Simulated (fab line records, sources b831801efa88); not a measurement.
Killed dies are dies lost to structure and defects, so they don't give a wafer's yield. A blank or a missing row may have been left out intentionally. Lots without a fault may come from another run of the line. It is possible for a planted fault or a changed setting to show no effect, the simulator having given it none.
Which tool is to blame? | flow gf180mcu | 24 lots with 72 wafers sampled at 6 steps, on a route of 602 steps

## WHAT THE GAUGES SHOWED, per wafer
Not one reading of a measure or inspect step in the record can be checked against a usual standard deviation.

## WHAT TOOL EACH LOT RAN ON (gives the tool, then ch and the chambers of the sampled wafers, and finally the start)
lot  | GF_M2_SPUTTER_03             | GF_V3_CMP_26                  | GF_M4_SPUTTER_02             | GF_V4_ETCH_17                                 | GF_V4_CVD_23                  | GF_MIM_SPUTTER_02
L074 | pvd-sputter-04, day 18 10:41 | cmp-02 ch 0,1,2, day 22 15:41 | pvd-sputter-02, day 22 16:07 | rie-diel-04 ch 0,2,3, day 24 15:31 or earlier | cvd-w-01 ch 0,1, day 24 15:31 | pvd-sputter-01, day 24 16:12
L075 | pvd-sputter-02, day 18 19:29 | cmp-01 ch 0,2,3, day 23 00:58 | pvd-sputter-04, day 23 01:21 | rie-diel-04 ch 0,1,2, day 25 00:14 or earlier | cvd-w-01 ch 0,1, day 25 00:14 | pvd-sputter-02, day 25 00:57
L076 | pvd-sputter-03, day 19 07:53 | cmp-02 ch 0,1,3, day 23 12:08 | pvd-sputter-04, day 23 12:25 | rie-diel-01 ch 2,3, day 25 10:33 or earlier   | cvd-w-01 ch 0,1, day 25 10:33 | pvd-sputter-01, day 25 11:16
L077 | pvd-sputter-04, day 19 11:56 | cmp-01 ch 1,2,3, day 23 14:49 | pvd-sputter-03, day 23 15:14 | rie-diel-03 ch 0,2,3, day 25 13:08 or earlier | cvd-w-02 ch 0, day 25 13:08   | pvd-sputter-04, day 25 13:52
L078 | pvd-sputter-02, day 19 15:01 | cmp-01 ch 0,2,3, day 23 18:35 | pvd-sputter-02, day 23 19:02 | rie-diel-04 ch 0,2,3, day 25 16:43 or earlier | cvd-w-01 ch 0,1, day 25 16:43 | pvd-sputter-01, day 25 17:26
L079 | pvd-sputter-02, day 20 00:31 | cmp-01 ch 0,1,3, day 24 03:01 | pvd-sputter-02, day 24 03:18 | rie-diel-03 ch 0,2,3, day 26 00:02 or earlier | cvd-w-02 ch 0,1, day 26 00:02 | pvd-sputter-01, day 26 00:44
L080 | pvd-sputter-04, day 20 05:36 | cmp-02 ch 1,2, day 24 07:22   | pvd-sputter-03, day 24 07:48 | rie-diel-01 ch 0,1,3, day 26 05:02 or earlier | cvd-w-02 ch 0,1, day 26 05:02 | pvd-sputter-01, day 26 05:46
L081 | pvd-sputter-02, day 21 01:02 | cmp-01 ch 1,2, day 25 02:13   | pvd-sputter-02, day 25 02:38 | rie-diel-03 ch 0,1, day 26 23:31 or earlier   | cvd-w-02 ch 0,1, day 26 23:31 | pvd-sputter-02, day 27 00:14
L082 | pvd-sputter-04, day 21 11:17 | cmp-02 ch 0,2, day 25 11:20   | pvd-sputter-03, day 25 11:43 | rie-diel-01 ch 1,2,3, day 27 07:17 or earlier | cvd-w-01 ch 0,1, day 27 07:17 | pvd-sputter-04, day 27 08:01
L083 | pvd-sputter-03, day 21 16:11 | cmp-02 ch 0,1,2, day 25 16:35 | pvd-sputter-03, day 25 17:01 | rie-diel-04 ch 0,1,2, day 27 11:38 or earlier | cvd-w-02 ch 0,1, day 27 11:38 | pvd-sputter-01, day 27 12:22
L084 | pvd-sputter-04, day 22 01:50 | cmp-01 ch 0,2,3, day 26 00:46 | pvd-sputter-02, day 26 01:05 | rie-diel-04 ch 0,1,2, day 27 20:07 or earlier | cvd-w-01 ch 0,1, day 27 20:07 | pvd-sputter-02, day 27 20:50
L085 | pvd-sputter-03, day 22 08:49 | cmp-02 ch 1,2, day 26 06:10   | pvd-sputter-04, day 26 06:35 | rie-diel-04 ch 1,2, day 28 02:07 or earlier   | cvd-w-02 ch 0,1, day 28 02:07 | pvd-sputter-04, day 28 02:59
L086 | pvd-sputter-02, day 22 21:50 | cmp-02 ch 1,3, day 26 17:02   | pvd-sputter-04, day 26 17:28 | rie-diel-03 ch 1,2,3, day 28 12:44 or earlier | cvd-w-01 ch 0,1, day 28 12:44 | pvd-sputter-02, day 28 13:28
L087 | pvd-sputter-02, day 23 09:45 | cmp-02 ch 1,2, day 27 03:37   | pvd-sputter-04, day 27 04:02 | rie-diel-04 ch 0,1, day 28 22:06 or earlier   | cvd-w-02 ch 0,1, day 28 22:06 | pvd-sputter-04, day 28 22:49
L088 | pvd-sputter-04, day 23 16:17 | cmp-01 ch 0,1,3, day 27 11:41 | pvd-sputter-04, day 27 12:01 | rie-diel-03 ch 0,1,3, day 29 05:40 or earlier | cvd-w-01 ch 0,1, day 29 05:40 | pvd-sputter-01, day 29 06:23
L089 | pvd-sputter-04, day 23 20:23 | cmp-01 ch 1,3, day 27 13:58   | pvd-sputter-02, day 27 14:20 | rie-diel-03 ch 0,1,2, day 29 08:09 or earlier | cvd-w-02 ch 0,1, day 29 08:09 | pvd-sputter-04, day 29 08:53
L090 | pvd-sputter-02, day 24 06:14 | cmp-01 ch 0,2, day 27 22:38   | pvd-sputter-03, day 27 23:01 | rie-diel-04 ch 1,2,3, day 29 15:38 or earlier | cvd-w-01 ch 0,1, day 29 15:38 | pvd-sputter-01, day 29 16:22
L091 | pvd-sputter-04, day 24 12:57 | cmp-02 ch 1,2,3, day 28 07:35 | pvd-sputter-03, day 28 07:58 | rie-diel-01 ch 0,1, day 30 00:16 or earlier   | cvd-w-02 ch 0,1, day 30 00:16 | pvd-sputter-01, day 30 00:59
L092 | pvd-sputter-04, day 24 20:37 | cmp-01 ch 0,1, day 28 12:17   | pvd-sputter-03, day 28 12:43 | rie-diel-01 ch 2,3, day 30 04:45 or earlier   | cvd-w-01 ch 0,1, day 30 04:45 | pvd-sputter-02, day 30 05:29
L093 | pvd-sputter-03, day 24 23:48 | cmp-02 ch 1,2,3, day 28 15:45 | pvd-sputter-04, day 28 16:11 | rie-diel-04 ch 0,1,3, day 30 07:50 or earlier | cvd-w-02 ch 0,1, day 30 07:50 | pvd-sputter-01, day 30 08:56
L094 | pvd-sputter-02, day 25 06:45 | cmp-02 ch 0,1,2, day 28 22:05 | pvd-sputter-02, day 28 22:25 | rie-diel-01 ch 0,1, day 30 13:53 or earlier   | cvd-w-01 ch 0,1, day 30 13:53 | pvd-sputter-02, day 30 14:36
L095 | pvd-sputter-02, day 25 12:43 | cmp-01 ch 0,2,3, day 29 03:58 | pvd-sputter-02, day 29 04:25 | rie-diel-03 ch 1,2, day 30 19:26 or earlier   | cvd-w-02 ch 0, day 30 19:26   | pvd-sputter-04, day 30 20:10
L096 | pvd-sputter-04, day 25 22:32 | cmp-02 ch 0,1,2, day 29 13:31 | pvd-sputter-03, day 29 13:53 | rie-diel-03 ch 0,3, day 31 04:48 or earlier   | cvd-w-02 ch 0,1, day 31 04:48 | pvd-sputter-02, day 31 05:32
L097 | pvd-sputter-04, day 26 03:29 | cmp-02 ch 0,2, day 29 15:19   | pvd-sputter-04, day 29 15:41 | rie-diel-04 ch 0,1,2, day 31 06:07 or earlier | cvd-w-02 ch 0,1, day 31 06:07 | pvd-sputter-02, day 31 06:48
- GF_M2_SPUTTER_03: material Ti, target thk 10 nm, time 6.7 s.
- GF_V3_CMP_26: polishes, stops on SiO2, t overpolish 15 s, target thk 0 nm.
- GF_M4_SPUTTER_02: material AlCu, target thk 450 nm, time 23.9 s.
- GF_V4_ETCH_17: etches SiO2 in C4F8/O2/Ar, stops on TiN, target depth 630 nm.
- GF_V4_CVD_23: deposits W, target thk 350 nm, time 104.9 s.
- GF_MIM_SPUTTER_02: material AlCu, target thk 450 nm, time 23.9 s.

## WHAT THE TOOLS THEMSELVES READ (means of the sampled wafers that have a number; where no wafer has one, the mark that the record gives instead)
GF_M2_SPUTTER_03. Usual: throttle-valve-pct 30.3 %, standard deviation 0.94.
lot  | tool           | throttle-valve-pct (%) | flag
L074 | pvd-sputter-04 | 29.9                   |
L075 | pvd-sputter-02 | 30.6                   |
L076 | pvd-sputter-03 | 30.3                   |
L077 | pvd-sputter-04 | 29.8                   |
L078 | pvd-sputter-02 | 30.6                   |
L079 | pvd-sputter-02 | 30.5                   |
L080 | pvd-sputter-04 | 31.1                   |
L081 | pvd-sputter-02 | 30.8                   |
L082 | pvd-sputter-04 | 30.0                   |
L083 | pvd-sputter-03 | 31.1                   |
L084 | pvd-sputter-04 | 29.8                   |
L085 | pvd-sputter-03 | 30.9                   |
L086 | pvd-sputter-02 | 30.4                   |
L087 | pvd-sputter-02 | 30.5                   |
L088 | pvd-sputter-04 | 29.8                   |
L089 | pvd-sputter-04 | 30.1                   |
L090 | pvd-sputter-02 | 30.5                   |
L091 | pvd-sputter-04 | 29.3                   |
L092 | pvd-sputter-04 | 29.6                   |
L093 | pvd-sputter-03 | 30.9                   |
L094 | pvd-sputter-02 | 30.5                   |
L095 | pvd-sputter-02 | 30.5                   |
L096 | pvd-sputter-04 | 29.9                   |
L097 | pvd-sputter-04 | 30.4                   |

GF_V3_CMP_26. Usual: edge-zone-pressure-frac 1.000, standard deviation 0.0053; head-pressure-psi 3.500 psi, standard deviation 0.0078; motor-current-A 11.3 A, standard deviation 0.93; overpolish-run-s 15.000 s, standard deviation 0.0088; time-to-endpoint-s 84 s, standard deviation 3.1.
lot  | tool   | edge-zone-pressure-frac | head-pressure-psi (psi) | motor-current-A (A) | overpolish-run-s (s) | time-to-endpoint-s (s) | flag
L074 | cmp-02 | 0.999                   | 3.498                   | 10.8                | 15.004               | 85                     |
L075 | cmp-01 | 0.997                   | 3.497                   | 10.3                | 15.005               | 82                     |
L076 | cmp-02 | 1.003                   | 3.494                   | 11.5                | 14.989               | 82                     |
L077 | cmp-01 | 1.001                   | 3.500                   | 11.7                | 15.002               | 81                     |
L078 | cmp-01 | 1.005                   | 3.500                   | 11.1                | 14.996               | 83                     |
L079 | cmp-01 | 1.005                   | 3.501                   | 11.4                | 14.994               | 85                     |
L080 | cmp-02 | 0.998                   | 3.506                   | 10.7                | 15.005               | 84                     |
L081 | cmp-01 | 1.005                   | 3.495                   | 12.7                | 15.003               | 82                     |
L082 | cmp-02 | 1.008                   | 3.510                   | 11.3                | 14.988               | 83                     |
L083 | cmp-02 | 0.997                   | 3.498                   | 11.0                | 15.005               | 83                     |
L084 | cmp-01 | 1.000                   | 3.501                   | 11.0                | 15.001               | 85                     |
L085 | cmp-02 | 1.000                   | 3.503                   | 10.9                | 15.002               | 89                     |
L086 | cmp-02 | 0.996                   | 3.502                   | 11.1                | 15.001               | 85                     |
L087 | cmp-02 | 0.998                   | 3.508                   | 10.7                | 15.002               | 87                     |
L088 | cmp-01 | 0.997                   | 3.506                   | 11.1                | 15.008               | 84                     |
L089 | cmp-01 | 0.993                   | 3.503                   | 11.8                | 14.998               | 84                     |
L090 | cmp-01 | 0.995                   | 3.496                   | 10.6                | 15.000               | 82                     |
L091 | cmp-02 | 1.006                   | 3.492                   | 11.2                | 14.987               | 87                     |
L092 | cmp-01 | 1.001                   | 3.494                   | 11.6                | 15.006               | 79                     |
L093 | cmp-02 | 1.004                   | 3.500                   | 11.3                | 14.991               | 85                     |
L094 | cmp-02 | 0.999                   | 3.502                   | 10.9                | 15.002               | 85                     |
L095 | cmp-01 | 0.997                   | 3.504                   | 10.8                | 14.993               | 84                     |
L096 | cmp-02 | 0.999                   | 3.507                   | 11.1                | 15.005               | 86                     |
L097 | cmp-02 | 0.995                   | 3.503                   | 11.5                | 15.003               | 88                     |

GF_M4_SPUTTER_02. Usual: throttle-valve-pct 30.4 %, standard deviation 0.97.
lot  | tool           | throttle-valve-pct (%) | flag
L074 | pvd-sputter-02 | 30.7                   |
L075 | pvd-sputter-04 | 29.6                   |
L076 | pvd-sputter-04 | 29.5                   |
L077 | pvd-sputter-03 | 30.8                   |
L078 | pvd-sputter-02 | 30.7                   |
L079 | pvd-sputter-02 | 30.6                   |
L080 | pvd-sputter-03 | 30.8                   |
L081 | pvd-sputter-02 | 30.6                   |
L082 | pvd-sputter-03 | 30.7                   |
L083 | pvd-sputter-03 | 30.1                   |
L084 | pvd-sputter-02 | 30.4                   |
L085 | pvd-sputter-04 | 29.7                   |
L086 | pvd-sputter-04 | 29.5                   |
L087 | pvd-sputter-04 | 30.6                   |
L088 | pvd-sputter-04 | 29.0                   |
L089 | pvd-sputter-02 | 30.8                   |
L090 | pvd-sputter-03 | 30.2                   |
L091 | pvd-sputter-03 | 30.3                   |
L092 | pvd-sputter-03 | 31.0                   |
L093 | pvd-sputter-04 | 30.0                   |
L094 | pvd-sputter-02 | 30.4                   |
L095 | pvd-sputter-02 | 30.2                   |
L096 | pvd-sputter-03 | 30.2                   |
L097 | pvd-sputter-04 | 30.6                   |

GF_V4_ETCH_17. Usual: oes-product-au 0.855 a.u., standard deviation 0.0047.
lot  | tool        | oes-product-au (a.u.) | flag
L074 | rie-diel-04 | 0.857                 |
L075 | rie-diel-04 | 0.856                 |
L076 | rie-diel-01 | 0.857                 |
L077 | rie-diel-03 | 0.857                 |
L078 | rie-diel-04 | 0.855                 |
L079 | rie-diel-03 | 0.857                 |
L080 | rie-diel-01 | 0.855                 |
L081 | rie-diel-03 | 0.859                 |
L082 | rie-diel-01 | 0.852                 |
L083 | rie-diel-04 | 0.853                 |
L084 | rie-diel-04 | 0.856                 |
L085 | rie-diel-04 | 0.850                 |
L086 | rie-diel-03 | 0.852                 |
L087 | rie-diel-04 | 0.860                 |
L088 | rie-diel-03 | 0.852                 |
L089 | rie-diel-03 | 0.853                 |
L090 | rie-diel-04 | 0.851                 |
L091 | rie-diel-01 | 0.855                 |
L092 | rie-diel-01 | 0.854                 |
L093 | rie-diel-04 | 0.859                 |
L094 | rie-diel-01 | 0.855                 |
L095 | rie-diel-03 | 0.853                 |
L096 | rie-diel-03 | 0.851                 |
L097 | rie-diel-04 | 0.854                 |

GF_V4_CVD_23. Usual: heater-power-w 802 W, standard deviation 110.
lot  | tool     | heater-power-w (W) | flag
L074 | cvd-w-01 | 797                |
L075 | cvd-w-01 | 777                |
L076 | cvd-w-01 | 861                |
L077 | cvd-w-02 | 658                |
L078 | cvd-w-01 | 795                |
L079 | cvd-w-02 | 728                |
L080 | cvd-w-02 | 817                |
L081 | cvd-w-02 | 824                |
L082 | cvd-w-01 | 795                |
L083 | cvd-w-02 | 814                |
L084 | cvd-w-01 | 789                |
L085 | cvd-w-02 | 806                |
L086 | cvd-w-01 | 864                |
L087 | cvd-w-02 | 818                |
L088 | cvd-w-01 | 870                |
L089 | cvd-w-02 | 834                |
L090 | cvd-w-01 | 790                |
L091 | cvd-w-02 | 746                |
L092 | cvd-w-01 | 857                |
L093 | cvd-w-02 | 819                |
L094 | cvd-w-01 | 789                |
L095 | cvd-w-02 | 668                |
L096 | cvd-w-02 | 837                |
L097 | cvd-w-02 | 745                |

GF_MIM_SPUTTER_02. Usual: throttle-valve-pct 30.1 %, standard deviation 0.94.
lot  | tool           | throttle-valve-pct (%) | flag
L074 | pvd-sputter-01 | 29.4                   |
L075 | pvd-sputter-02 | 30.5                   |
L076 | pvd-sputter-01 | 30.7                   |
L077 | pvd-sputter-04 | 29.2                   |
L078 | pvd-sputter-01 | 30.0                   |
L079 | pvd-sputter-01 | 29.1                   |
L080 | pvd-sputter-01 | 30.1                   |
L081 | pvd-sputter-02 | 30.7                   |
L082 | pvd-sputter-04 | 30.5                   |
L083 | pvd-sputter-01 | 29.8                   |
L084 | pvd-sputter-02 | 30.4                   |
L085 | pvd-sputter-04 | 31.3                   |
L086 | pvd-sputter-02 | 30.8                   |
L087 | pvd-sputter-04 | 29.6                   |
L088 | pvd-sputter-01 | 29.9                   |
L089 | pvd-sputter-04 | 30.2                   |
L090 | pvd-sputter-01 | 29.9                   |
L091 | pvd-sputter-01 | 29.1                   |
L092 | pvd-sputter-02 | 30.2                   |
L093 | pvd-sputter-01 | 29.3                   |
L094 | pvd-sputter-02 | 30.6                   |
L095 | pvd-sputter-04 | 30.3                   |
L096 | pvd-sputter-02 | 30.7                   |
L097 | pvd-sputter-02 | 30.8                   |

## THE ANSWER, worked out from the rows above alone
Rule: lot off if the mean of its wafers having a number is beyond 3 standard deviations from the usual mean. Also off: a lot with no number at a reading for which 4 or more lots have one. Where the step has rows for the other lots, those lots are counted as sound. Order of review: gauges by route order, followed by the tools' own readings, for which a lot's mean as printed above is used. The first step at which some lot is off is used, and at that step the reading that is off furthest; a lot without a number counts as furthest.
None of the lots is off at any reading shown; this tells nothing.

## WHAT THE SIMULATOR HAD INSERTED
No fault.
